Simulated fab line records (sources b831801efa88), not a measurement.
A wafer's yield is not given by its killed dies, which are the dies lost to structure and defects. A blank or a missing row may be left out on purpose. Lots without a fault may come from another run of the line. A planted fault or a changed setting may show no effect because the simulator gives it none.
fab line records	flow sky130
record: lots: 24	wafers: 72	lastDay: 50
route steps=708 shown FIELD_ISO@15 POLY_GATE@218 LI_CONTACT@363 VIA3@576 METAL5@676
lots with no fault: from the same line, run without faults
startH: hours from the record's opening day to when the first of the lot's shown wafers began	waitH: hours since the lot's step before	" as in the row above	L1.1+2: a row that stands for several wafers	- no value, or no start was given	* or withheld: withheld	< > ~ a bound
route shown NAME@n: names a module that has steps shown in the file, with the first one's number in the route	usual: the fault-free wafers' mean and standard deviation	same: alike in all rows	chamber/n: place in a boat	sites: each site's reading	_std_site: their standard deviation	_edge_site: outer sites' mean less inner sites'	radiusMm: how far each site lies from the wafer's centre	mask NAME#n: copy n	behind: the tool/chamber that last shaped the wafer	hold: why the lot went on hold/how many hours it stayed there/how the hold came to an end	device: names the non-switching transistor (n, p or np)	end of line: tests of these same wafers at the route's end	for a step that has no rows: nothing shown but its recipe	killed: dies lost to structure and defects at the first sort, not the wafer's yield	map: dies across one wafer; x = killed, . = not, _ = none there
set.NAME: the setting as run; set.NAME@STEP: as run at that earlier step	model.NAME: the simulator's own value behind a step, which no gauge read
steps of the route over a sample of lots; a table a step, a row a wafer
services: the hour from which a tool's chamber was out of use, counted from the record's first day as startH (under 0 if before that day), plus the number of hours and why
== steps ==
step: SKY_FIELD_ISO_ETCH_14
recipe: chemistry: N2/H2	target: BARC	ionEnergyEv: 200	sourceW: 500	biasW: 100	pressureMtorr: 30	n2FlowSccm: 100	h2FlowSccm: 200	stopOn: SiO2	timeS: 45.9	targetDepthA: 600
usual: biasW: 100.0/0.3	drypumpMotorCurrentA: 5.4/0.5	oesProductAu: 0.854/0.0047	rfFwdPowerW: 495.1/1.9	throttleValvePct: 13.225/0.0085
lot.wafer	tool	chamber	startH	waitH	biasW	drypumpMotorCurrentA	oesProductAu	rfFwdPowerW	rfHoursCounterH	throttleValvePct
L074.1	rieDiel-04	0	29.26	0.1	100.2	5.3	0.857	494.5	117	13.225
L074.4	"	1	"	"	99.4	5.3	0.854	495.9	137	13.238
L074.5	"	1	"	"	100.0	5.3	0.860	494.4	-	13.221
L076.1	rieDiel-01	2	38.58	0.1	100.1	5.3	0.850	492.9	75	13.228
L076.2	"	0	"	"	100.4	5.1	0.849	495.3	75	13.229
L076.3	"	1	"	"	100.3	6.4	0.863	496.1	168	13.227
L075.2	rieDiel-04	1	38.86	0.1	100.1	5.3	0.855	496.0	137	13.219
L075.3	"	3	"	"	99.5	4.7	0.857	495.7	104	13.218
L075.6	"	3	"	"	99.7	4.8	0.854	494.2	-	13.240
L077.1	rieDiel-02	0	47.21	0.1	99.9	5.1	0.859	497.1	1	13.218
L077.3	"	3	"	"	99.9	5.2	0.861	492.8	45	13.228
L077.4	"	2	"	"	100.2	5.3	0.864	494.4	138	13.224
L079.2	rieDiel-01	1	56.33	0.1	100.0	6.5	0.852	497.8	168	13.236
L079.3	"	2	"	"	100.0	5.3	0.857	494.2	75	13.221
L079.6	"	2	"	"	100.0	5.3	0.860	495.0	-	13.213
L078.2	rieDiel-02	0	56.68	0.1	99.8	5.1	0.846	498.5	1	13.228
L078.3	"	3	"	"	100.2	5.2	0.857	493.8	45	13.232
L078.5	"	2	"	"	99.9	5.3	0.861	495.8	-	13.230
L080.1	rieDiel-01	3	61.21	0.1	99.9	6.1	0.845	493.7	165	13.228
L080.2	"	1	"	"	100.2	6.4	0.854	496.0	168	13.217
L080.4	"	0	"	"	100.3	5.2	0.858	498.2	75	13.222
L081.3	rieDiel-04	3	66.91	0.1	99.0	4.7	0.856	494.6	104	13.216
L081.4	"	0	"	"	99.6	5.2	0.856	495.4	117	13.229
L081.6	"	3	"	"	99.4	4.7	0.863	493.9	-	13.225
L082.2	rieDiel-02	3	71.06	0.1	100.0	5.2	0.862	492.7	45	13.213
L082.4	"	1	"	"	100.1	6.3	0.854	494.6	82	13.214
L082.6	"	0	"	"	100.0	5.1	0.850	496.5	-	13.235
L083.1	rieDiel-01	1	74.78	0.1	99.8	6.4	0.853	497.4	169	13.244
L083.4	"	1	"	"	100.0	6.4	0.861	495.5	-	13.209
L083.6	"	0	"	"	99.7	5.1	0.848	497.0	-	13.228
L084.1	rieDiel-01	0	81.71	0.1	99.4	5.2	0.861	497.1	76	13.229
L084.2	"	3	"	"	100.2	6.1	0.851	491.6	165	13.224
L084.4	"	2	"	"	100.1	5.3	0.852	489.0	-	13.213
L085.3	rieDiel-02	0	85.83	0.1	99.8	5.1	0.851	497.8	2	13.217
L085.5	"	1	"	"	99.6	6.3	0.854	497.1	-	13.214
L085.6	"	2	"	"	100.1	5.3	0.855	495.1	-	13.235
L086.1	rieDiel-02	2	90.53	0.1	100.2	5.3	0.851	496.5	139	13.215
L086.3	"	1	"	"	99.9	6.3	0.850	495.2	83	13.212
L086.5	"	3	"	"	100.1	5.2	0.854	490.7	-	13.222
L087.2	rieDiel-04	0	99.56	0.1	99.9	5.2	0.851	498.8	118	13.232
L087.3	"	2	"	"	100.4	5.5	0.849	494.6	33	13.214
L087.4	"	2	"	"	100.3	5.4	0.852	492.5	-	13.220
L088.2	rieDiel-04	2	104.31	0.1	99.8	5.4	0.848	495.0	33	13.232
L088.5	"	0	"	"	99.9	5.2	0.848	492.5	-	13.227
L088.6	"	3	"	"	99.9	4.7	0.854	491.5	-	13.231
L089.1	rieDiel-04	1	109.01	0.1	100.1	5.3	0.857	496.4	138	13.220
L089.4	"	0	"	"	99.7	5.2	0.855	496.1	118	13.217
L089.6	"	2	"	"	99.8	5.4	0.859	494.9	-	13.217
L090.1	rieDiel-02	2	111.91	0.1	100.2	5.3	0.850	496.1	139	13.222
L090.2	"	3	"	"	99.8	5.2	0.864	493.0	46	13.217
L090.6	"	1	"	"	100.5	6.3	0.854	494.4	-	13.220
L091.1	rieDiel-04	0	117.69	0.1	100.0	5.2	0.852	495.3	118	13.223
L091.3	"	1	"	"	100.7	5.3	0.861	498.0	138	13.222
L091.6	"	1	"	"	100.6	5.3	0.856	495.7	-	13.229
L092.1	rieDiel-01	1	122.94	0.1	100.0	6.5	0.851	495.4	1	13.226
L092.2	"	0	"	"	99.8	5.1	0.850	497.6	77	13.215
L092.6	"	1	"	"	100.1	6.5	0.853	497.1	-	13.232
L093.1	rieDiel-02	1	126.89	0.1	99.9	6.3	0.861	494.8	83	13.218
L093.3	"	0	"	"	99.4	5.1	0.853	497.3	3	13.221
L093.6	"	0	"	"	99.5	5.1	0.856	496.8	-	13.217
L094.4	rieDiel-04	3	133.28	0.0	100.3	4.7	0.843	494.5	105	13.237
L094.5	"	1	"	"	99.9	5.3	0.849	498.1	-	13.226
L094.6	"	2	"	"	100.4	5.5	0.853	494.1	-	13.218
L095.1	rieDiel-02	0	138.68	0.1	99.6	5.1	0.856	496.0	3	13.230
L095.3	"	3	"	"	100.1	5.2	0.844	492.5	46	13.230
L095.4	"	1	"	"	99.8	6.3	0.852	496.3	84	13.235
L096.4	rieDiel-02	1	143.98	0.0	100.7	6.3	0.855	496.5	84	13.206
L096.5	"	1	"	"	99.6	6.3	0.857	496.0	-	13.232
L096.6	"	2	"	"	100.1	5.3	0.856	495.6	-	13.220
L097.1	rieDiel-04	1	149.79	0.1	99.7	5.3	0.862	496.0	139	13.219
L097.3	"	0	"	"	100.0	5.2	0.859	490.9	119	13.237
L097.6	"	2	"	"	100.0	5.4	0.853	495.3	-	13.223
step: SKY_POLY_GATE_THK_MEAS_04
recipe: reads: Si3N4_of_POLY_GATE_CVD_03
usual: POLY_GATE_CVD_03_THK: 75.5/0.95
lot.wafer	tool	chamber	startH	waitH	POLY_GATE_CVD_03_THK[nm]
L074.1	filmMetro-03	-	356.43	0.0	75.3
L074.4	"	-	"	"	74.3
L074.5	"	-	"	"	74.8
L075.2	filmMetro-04	-	356.44	0.0	75.7
L075.3	"	-	"	"	75.5
L075.6	"	-	"	"	75.6
L076.1	filmMetro-03	-	361.36	0.0	75.3
L076.2	"	-	"	"	75.8
L076.3	"	-	"	"	76.0
L077.1	filmMetro-01	-	368.93	0.0	76.6
L077.3	"	-	"	"	76.0
L077.4	"	-	"	"	76.6
L078.2	filmMetro-01	-	381.68	0.0	74.3
L078.3	"	-	"	"	75.6
L078.5	"	-	"	"	74.9
L079.2	filmMetro-04	-	384.70	0.0	75.4
L079.3	"	-	"	"	75.6
L079.6	"	-	"	"	75.0
L080.1	filmMetro-04	-	396.47	0.0	74.7
L080.2	"	-	"	"	74.5
L080.4	"	-	"	"	75.1
L081.3	filmMetro-04	-	406.52	0.0	74.4
L081.4	"	-	"	"	74.4
L081.6	"	-	"	"	74.2
L082.2	filmMetro-04	-	409.86	0.0	74.6
L082.4	"	-	"	"	75.1
L082.6	"	-	"	"	74.9
L083.1	filmMetro-01	-	436.73	0.0	76.0
L083.4	"	-	"	"	76.2
L083.6	"	-	"	"	75.3
L084.1	filmMetro-01	-	438.08	0.0	75.1
L084.2	"	-	"	"	75.5
L084.4	"	-	"	"	76.4
L085.3	filmMetro-03	-	443.56	0.0	76.2
L085.5	"	-	"	"	76.4
L085.6	"	-	"	"	77.1
L086.1	filmMetro-04	-	454.97	0.0	75.2
L086.3	"	-	"	"	75.3
L086.5	"	-	"	"	76.4
L087.2	filmMetro-01	-	462.02	0.0	76.6
L087.3	"	-	"	"	76.0
L087.4	"	-	"	"	76.5
L088.2	filmMetro-04	-	468.48	0.0	75.6
L088.5	"	-	"	"	75.0
L088.6	"	-	"	"	75.3
L089.1	filmMetro-03	-	475.56	0.0	76.5
L089.4	"	-	"	"	76.3
L089.6	"	-	"	"	75.8
L090.1	filmMetro-01	-	480.87	0.0	75.9
L090.2	"	-	"	"	76.6
L090.6	"	-	"	"	76.2
L091.1	filmMetro-01	-	495.59	0.0	74.3
L091.3	"	-	"	"	75.1
L091.6	"	-	"	"	74.3
L092.1	filmMetro-01	-	501.00	0.0	73.8
L092.2	"	-	"	"	73.3
L092.6	"	-	"	"	73.2
L093.1	filmMetro-03	-	506.73	0.0	76.1
L093.3	"	-	"	"	76.2
L093.6	"	-	"	"	75.7
L094.4	filmMetro-01	-	511.38	0.0	75.8
L094.5	"	-	"	"	76.3
L094.6	"	-	"	"	75.7
L095.1	filmMetro-01	-	521.42	0.0	74.1
L095.3	"	-	"	"	74.9
L095.4	"	-	"	"	75.1
L097.1	filmMetro-01	-	549.20	0.0	74.7
L097.3	"	-	"	"	74.6
L097.6	"	-	"	"	74.1
L096.4	filmMetro-03	-	549.23	0.0	76.8
L096.5	"	-	"	"	76.7
L096.6	"	-	"	"	77.2
step: SKY_LI_CONTACT_THK_MEAS_01
recipe: reads: PSG_of_LI_CONTACT_HDPCVD_00
usual: LI_CONTACT_HDPCVD_THK: 927/11
lot.wafer	tool	chamber	startH	waitH	LI_CONTACT_HDPCVD_THK[nm]
L074.1	filmMetro-01	-	662.64	0.1	916
L074.4	"	-	"	"	907
L074.5	"	-	"	"	917
L075.2	filmMetro-04	-	667.21	0.1	905
L075.3	"	-	"	"	920
L075.6	"	-	"	"	934
L076.1	filmMetro-04	-	671.49	0.1	937
L076.2	"	-	"	"	926
L076.3	"	-	"	"	938
L077.1	filmMetro-03	-	675.87	0.1	933
L077.3	"	-	"	"	935
L077.4	"	-	"	"	939
L078.2	filmMetro-04	-	687.83	0.1	933
L078.3	"	-	"	"	930
L078.5	"	-	"	"	936
L079.2	filmMetro-04	-	692.50	0.1	920
L079.3	"	-	"	"	924
L079.6	"	-	"	"	927
L080.1	filmMetro-04	-	702.94	0.1	922
L080.2	"	-	"	"	930
L080.4	"	-	"	"	923
L081.3	filmMetro-04	-	714.32	0.1	929
L081.4	"	-	"	"	922
L081.6	"	-	"	"	932
L082.2	filmMetro-04	-	717.18	0.1	899
L082.4	"	-	"	"	924
L082.6	"	-	"	"	924
L083.1	filmMetro-01	-	739.82	0.1	939
L083.4	"	-	"	"	951
L083.6	"	-	"	"	937
L084.1	filmMetro-01	-	741.41	0.1	919
L084.2	"	-	"	"	905
L084.4	"	-	"	"	917
L085.3	filmMetro-01	-	746.98	0.1	921
L085.5	"	-	"	"	919
L085.6	"	-	"	"	925
L086.1	filmMetro-04	-	754.03	0.1	932
L086.3	"	-	"	"	942
L086.5	"	-	"	"	926
L087.2	filmMetro-01	-	761.95	0.1	913
L087.3	"	-	"	"	931
L087.4	"	-	"	"	938
L088.2	filmMetro-01	-	767.90	0.1	933
L088.5	"	-	"	"	936
L088.6	"	-	"	"	924
L089.1	filmMetro-01	-	771.89	0.1	931
L089.4	"	-	"	"	916
L089.6	"	-	"	"	922
L090.1	filmMetro-01	-	779.86	0.1	914
L090.2	"	-	"	"	915
L090.6	"	-	"	"	927
L091.1	filmMetro-04	-	792.44	0.1	931
L091.3	"	-	"	"	927
L091.6	"	-	"	"	931
L092.1	filmMetro-04	-	796.14	0.1	920
L092.2	"	-	"	"	920
L092.6	"	-	"	"	926
L093.1	filmMetro-01	-	807.46	0.1	952
L093.3	"	-	"	"	945
L093.6	"	-	"	"	925
L094.4	filmMetro-01	-	808.51	0.0	922
L094.5	"	-	"	"	921
L094.6	"	-	"	"	926
L095.1	filmMetro-04	-	813.14	0.1	940
L095.3	"	-	"	"	953
L095.4	"	-	"	"	935
L097.1	filmMetro-01	-	837.44	0.1	924
L097.3	"	-	"	"	923
L097.6	"	-	"	"	923
L096.4	filmMetro-01	-	840.37	0.0	925
L096.5	"	-	"	"	926
L096.6	"	-	"	"	913
step: SKY_LI_CONTACT_CVD_21
recipe: material: W	targetThkNm: 400	timeS: 120.56	tempC: 400	pressureTorr: 40
usual: heaterPowerW: 911/24
lot.wafer	tool	chamber	startH	waitH	heaterPowerW
L074.1	cvdW-02	0	692.44	0.0	915
L074.4	"	1	"	"	923
L074.5	"	1	"	"	944
L075.2	cvdW-01	1	695.89	0.0	871
L075.3	"	1	"	"	893
L075.6	"	0	"	"	894
L076.1	cvdW-02	0	700.70	0.0	936
L076.2	"	1	"	"	922
L076.3	"	1	"	"	914
L077.1	cvdW-01	1	705.57	0.0	881
L077.3	"	0	"	"	912
L077.4	"	1	"	"	874
L078.2	cvdW-02	1	716.81	0.0	890
L078.3	"	0	"	"	924
L078.5	"	1	"	"	931
L079.2	cvdW-01	0	720.56	0.0	902
L079.3	"	0	"	"	922
L079.6	"	0	"	"	890
L080.1	cvdW-01	1	731.69	0.0	879
L080.2	"	0	"	"	930
L080.4	"	0	"	"	900
L081.3	cvdW-02	1	743.08	0.1	918
L081.4	"	0	"	"	926
L081.6	"	1	"	"	921
L082.2	cvdW-01	1	746.23	0.0	856
L082.4	"	0	"	"	905
L082.6	"	0	"	"	918
L083.1	cvdW-02	1	768.59	0.0	950
L083.4	"	1	"	"	929
L083.6	"	0	"	"	911
L084.1	cvdW-02	1	770.35	0.0	941
L084.2	"	0	"	"	891
L084.4	"	1	"	"	941
L085.3	cvdW-01	0	777.80	0.1	925
L085.5	"	0	"	"	887
L085.6	"	1	"	"	887
L086.1	cvdW-02	0	783.19	0.0	931
L086.3	"	1	"	"	938
L086.5	"	1	"	"	914
L087.2	cvdW-02	1	790.25	0.0	948
L087.3	"	0	"	"	918
L087.4	"	1	"	"	926
L088.2	cvdW-01	1	795.67	0.0	879
L088.5	"	1	"	"	873
L088.6	"	0	"	"	933
L089.1	cvdW-01	1	800.44	0.0	863
L089.4	"	0	"	"	904
L089.6	"	0	"	"	911
L090.1	cvdW-01	1	807.54	0.0	889
L090.2	"	0	"	"	915
L090.6	"	0	"	"	910
L091.1	cvdW-02	1	819.74	0.0	952
L091.3	"	0	"	"	935
L091.6	"	0	"	"	910
L092.1	cvdW-02	0	823.89	0.0	929
L092.2	"	1	"	"	950
L092.6	"	1	"	"	913
L093.1	cvdW-02	1	835.04	0.0	937
L093.3	"	0	"	"	936
L093.6	"	0	"	"	930
L094.4	cvdW-01	0	836.05	0.0	916
L094.5	"	1	"	"	884
L094.6	"	0	"	"	926
L095.1	cvdW-01	1	840.89	0.0	869
L095.3	"	1	"	"	882
L095.4	"	0	"	"	920
L097.1	cvdW-01	0	864.29	0.0	921
L097.3	"	1	"	"	874
L097.6	"	1	"	"	865
L096.4	cvdW-02	1	867.81	0.1	924
L096.5	"	0	"	"	924
L096.6	"	1	"	"	934
step: SKY_VIA3_BOW_MEAS_03
recipe: mode: bow
usual: VIA3_BOW: 79/8.9
lot.wafer	tool	chamber	startH	waitH	VIA3_BOW[um]
L074.1	filmMetro-03	-	918.64	0.2	62
L074.4	"	-	"	"	82
L074.5	"	-	"	"	75
L075.2	filmMetro-04	-	922.99	0.3	93
L075.3	"	-	"	"	97
L075.6	"	-	"	"	92
L076.1	filmMetro-03	-	925.49	0.2	65
L076.2	"	-	"	"	63
L076.3	"	-	"	"	60
L077.1	filmMetro-04	-	929.71	0.1	81
L077.3	"	-	"	"	78
L077.4	"	-	"	"	77
L078.2	filmMetro-04	-	941.30	0.2	76
L078.3	"	-	"	"	60
L078.5	"	-	"	"	76
L079.2	filmMetro-04	-	945.23	0.2	77
L079.3	"	-	"	"	84
L079.6	"	-	"	"	74
L080.1	filmMetro-01	-	952.18	0.2	68
L080.2	"	-	"	"	86
L080.4	"	-	"	"	74
L081.3	filmMetro-04	-	963.05	0.2	85
L081.4	"	-	"	"	74
L081.6	"	-	"	"	73
L082.2	filmMetro-01	-	965.95	0.2	78
L082.4	"	-	"	"	70
L082.6	"	-	"	"	94
L083.1	filmMetro-03	-	985.28	0.1	75
L083.4	"	-	"	"	71
L083.6	"	-	"	"	81
L084.1	filmMetro-04	-	986.70	0.2	74
L084.2	"	-	"	"	79
L084.4	"	-	"	"	71
L085.3	filmMetro-01	-	993.53	0.1	91
L085.5	"	-	"	"	92
L085.6	"	-	"	"	93
L086.1	filmMetro-03	-	998.02	0.2	79
L086.3	"	-	"	"	85
L086.5	"	-	"	"	79
L087.2	filmMetro-01	-	1006.71	0.2	85
L087.3	"	-	"	"	94
L087.4	"	-	"	"	89
L088.2	filmMetro-01	-	1008.10	0.1	80
L088.5	"	-	"	"	75
L088.6	"	-	"	"	80
L089.1	filmMetro-03	-	1014.97	0.1	79
L089.4	"	-	"	"	90
L089.6	"	-	"	"	88
L090.1	filmMetro-04	-	1020.77	0.1	85
L090.2	"	-	"	"	102
L090.6	"	-	"	"	78
L091.1	filmMetro-04	-	1029.71	0.2	70
L091.3	"	-	"	"	81
L091.6	"	-	"	"	71
L092.1	filmMetro-04	-	1031.98	0.1	84
L092.2	"	-	"	"	70
L092.6	"	-	"	"	81
L093.1	filmMetro-03	-	1044.89	0.2	64
L093.3	"	-	"	"	58
L093.6	"	-	"	"	68
L094.4	filmMetro-04	-	1045.55	0.2	91
L094.5	"	-	"	"	83
L094.6	"	-	"	"	80
L095.1	filmMetro-01	-	1050.70	0.3	77
L095.3	"	-	"	"	67
L095.4	"	-	"	"	70
L097.1	filmMetro-03	-	1068.79	0.1	67
L097.3	"	-	"	"	74
L097.6	"	-	"	"	74
L096.4	filmMetro-01	-	1073.73	0.2	71
L096.5	"	-	"	"	67
L096.6	"	-	"	"	68
step: SKY_METAL5_METAL_ETCH_15
recipe: targetDepthA: 12600	stopOn: SiO2	overEtchFrac: 0.2	timeS: 252	chemistry: Cl2/BCl3	resistSidewallDeg: 86	pressureMtorr: 10	icpW: 900	biasW: 48.5	Cl2_flow_sccm: 60	bcl3FlowSccm: 30
usual: biasW: 48.51/0.15	drypumpMotorCurrentA: 5.3/0.41	oesProductAu: 0.893/0.0045	rfFwdPowerW: 897/3	throttleValvePct: 22.265/0.0093
lot.wafer	tool	chamber	startH	waitH	biasW	drypumpMotorCurrentA	oesProductAu	rfFwdPowerW	rfHoursCounterH	throttleValvePct
L074.1	rieMetal-01	1	1043.53	0.0	48.38	4.8	0.892	895	7	22.264
L074.4	"	0	"	"	48.79	5.3	0.891	894	-	22.271
L074.5	"	0	"	"	48.72	5.3	0.899	893	-	22.273
L075.2	rieMetal-01	0	1047.46	0.0	48.37	5.4	0.893	900	18	22.271
L075.3	"	1	"	"	48.54	4.8	0.901	896	-	22.276
L075.6	"	1	"	"	48.56	4.8	0.888	901	-	22.273
L076.1	rieMetal-02	0	1050.01	0.0	48.81	6.4	0.885	894	25	22.269
L076.2	"	1	"	"	48.43	4.9	0.898	897	9	22.265
L076.3	"	1	"	"	48.62	4.9	0.897	896	-	22.273
L077.1	rieMetal-04	0	1051.13	0.0	48.21	5.2	0.890	899	13	22.268
L077.3	"	0	"	"	48.39	5.3	0.890	901	-	22.270
L077.4	"	1	"	"	48.48	5.3	0.888	892	-	22.273
L078.2	rieMetal-01	0	1065.44	0.0	48.63	5.3	0.898	899	19	22.261
L078.3	"	0	"	"	48.55	5.3	0.895	898	-	22.259
L078.5	"	1	"	"	48.62	4.8	0.893	901	-	22.265
L079.2	rieMetal-01	0	1068.41	0.0	48.64	5.4	0.892	898	20	22.267
L079.3	"	1	"	"	48.50	4.8	0.895	898	-	22.277
L079.6	"	1	"	"	48.52	4.8	0.888	900	-	22.258
L080.1	rieMetal-04	1	1073.34	0.0	48.45	5.3	0.892	893	16	22.264
L080.2	"	0	"	"	48.67	5.3	0.897	896	14	22.257
L080.4	"	1	"	"	48.52	5.3	0.896	892	-	22.287
L081.3	rieMetal-04	1	1083.44	0.1	48.35	5.3	0.892	898	-	22.252
L081.4	"	0	"	"	48.25	5.3	0.890	896	-	22.263
L081.6	"	0	"	"	48.47	5.3	0.895	899	-	22.256
L082.2	rieMetal-02	1	1089.22	0.1	48.50	4.9	0.898	898	-	22.255
L082.4	"	1	"	"	48.62	4.9	0.886	899	-	22.266
L082.6	"	1	"	"	48.61	4.9	0.894	901	-	22.263
L083.1	rieMetal-04	1	1101.51	0.0	48.57	5.3	0.893	895	18	22.238
L083.4	"	0	"	"	48.31	5.3	0.895	901	-	22.271
L083.6	"	0	"	"	48.16	5.3	0.895	902	-	22.248
L084.1	rieMetal-01	0	1103.56	0.0	48.37	5.3	0.887	896	22	22.268
L084.2	"	1	"	"	48.53	4.8	0.892	897	11	22.264
L084.4	"	0	"	"	48.44	5.3	0.891	896	-	22.257
L085.3	rieMetal-04	1	1107.79	0.1	48.38	5.3	0.892	892	-	22.269
L085.5	"	1	"	"	48.54	5.3	0.891	896	-	22.275
L085.6	"	0	"	"	48.43	5.3	0.890	897	-	22.258
L086.1	rieMetal-02	1	1112.81	0.0	48.30	5.0	0.898	894	14	22.257
L086.3	"	0	"	"	48.41	6.5	0.887	899	-	22.270
L086.5	"	1	"	"	48.26	4.9	0.896	894	-	22.281
L087.2	rieMetal-02	1	1119.23	0.0	48.38	4.9	0.897	895	14	22.265
L087.3	"	1	"	"	48.58	5.0	0.891	895	-	22.275
L087.4	"	0	"	"	48.21	6.5	0.890	899	-	22.257
L088.2	rieMetal-04	1	1120.96	0.0	48.86	5.3	0.903	897	20	22.261
L088.5	"	0	"	"	48.38	5.3	0.885	890	-	22.277
L088.6	"	1	"	"	48.61	5.3	0.888	897	-	22.259
L089.1	rieMetal-01	0	1128.68	0.0	48.75	5.3	0.886	898	24	22.261
L089.4	"	1	"	"	48.68	4.9	0.889	903	-	22.271
L089.6	"	0	"	"	48.42	5.3	0.892	896	-	22.275
L090.1	rieMetal-04	1	1134.79	0.0	48.85	5.3	0.897	897	21	22.251
L090.2	"	0	"	"	48.26	5.3	0.891	898	19	22.261
L090.6	"	1	"	"	48.50	5.3	0.897	897	-	22.263
L091.1	rieMetal-02	1	1138.89	0.1	48.50	4.9	0.896	896	17	22.260
L091.3	"	1	"	"	48.34	4.9	0.906	895	-	22.261
L091.6	"	1	"	"	48.38	4.9	0.891	894	-	22.245
L092.1	rieMetal-04	1	1141.81	0.0	48.60	5.3	0.908	898	22	22.284
L092.2	"	0	"	"	48.57	5.3	0.895	899	20	22.248
L092.6	"	1	"	"	48.62	5.3	0.895	898	-	22.268
L093.1	rieMetal-04	1	1154.06	0.0	48.43	5.3	0.894	897	23	22.252
L093.3	"	0	"	"	48.62	5.3	0.889	903	-	22.270
L093.6	"	0	"	"	48.51	5.2	0.894	899	-	22.263
L094.4	rieMetal-02	1	1155.24	0.1	48.50	4.9	0.888	895	-	22.254
L094.5	"	1	"	"	48.66	4.9	0.892	898	-	22.287
L094.6	"	0	"	"	48.42	6.5	0.887	895	-	22.266
L095.1	rieMetal-04	0	1158.38	0.0	48.50	5.3	0.889	898	21	22.252
L095.3	"	1	"	"	48.19	5.3	0.898	902	-	22.272
L095.4	"	0	"	"	48.80	5.3	0.891	899	-	22.262
L097.1	rieMetal-04	0	1173.36	0.0	48.54	5.3	0.889	903	23	22.264
L097.3	"	1	"	"	48.42	5.3	0.905	896	-	22.252
L097.6	"	0	"	"	48.66	5.3	0.899	900	-	22.260
L096.4	rieMetal-01	0	1176.89	0.1	48.52	5.3	0.893	898	-	22.268
L096.5	"	1	"	"	48.50	4.8	0.897	898	-	22.277
L096.6	"	0	"	"	48.61	5.3	0.899	898	-	22.268
== services ==
tool	chamber	startH	hours	kind
cvdW-02	-	7.06	3.8	pm
cvdW-01	1	11.24	10.5	repair
cvdW-01	0	15.45	14.4	repair
cvdW-02	-	45.29	2.8	pm
cvdW-01	-	63.87	0.6	repair
cvdW-02	0	88.04	2.3	repair
cvdW-01	0	119.47	4.2	repair
cvdW-02	1	265.29	12.5	repair
cvdW-02	-	292.56	6.9	pm
cvdW-01	-	316.81	1.3	repair
cvdW-02	1	386.79	11.4	repair
cvdW-02	-	390.00	14.0	pm
cvdW-02	-	416.50	0.5	repair
cvdW-01	-	537.58	0.7	repair
cvdW-02	-	541.95	6.0	pm
cvdW-01	-	604.00	14.6	pm
cvdW-01	1	689.04	2.4	repair
cvdW-02	-	781.59	0.7	repair
cvdW-01	-	817.25	6.9	pm
cvdW-01	-	904.00	14.0	pm
cvdW-01	-	937.12	2.8	pm
cvdW-01	-	968.54	4.3	pm
cvdW-02	0	1017.83	14.9	repair
cvdW-01	-	1046.67	0.9	repair
== key ==
fault none
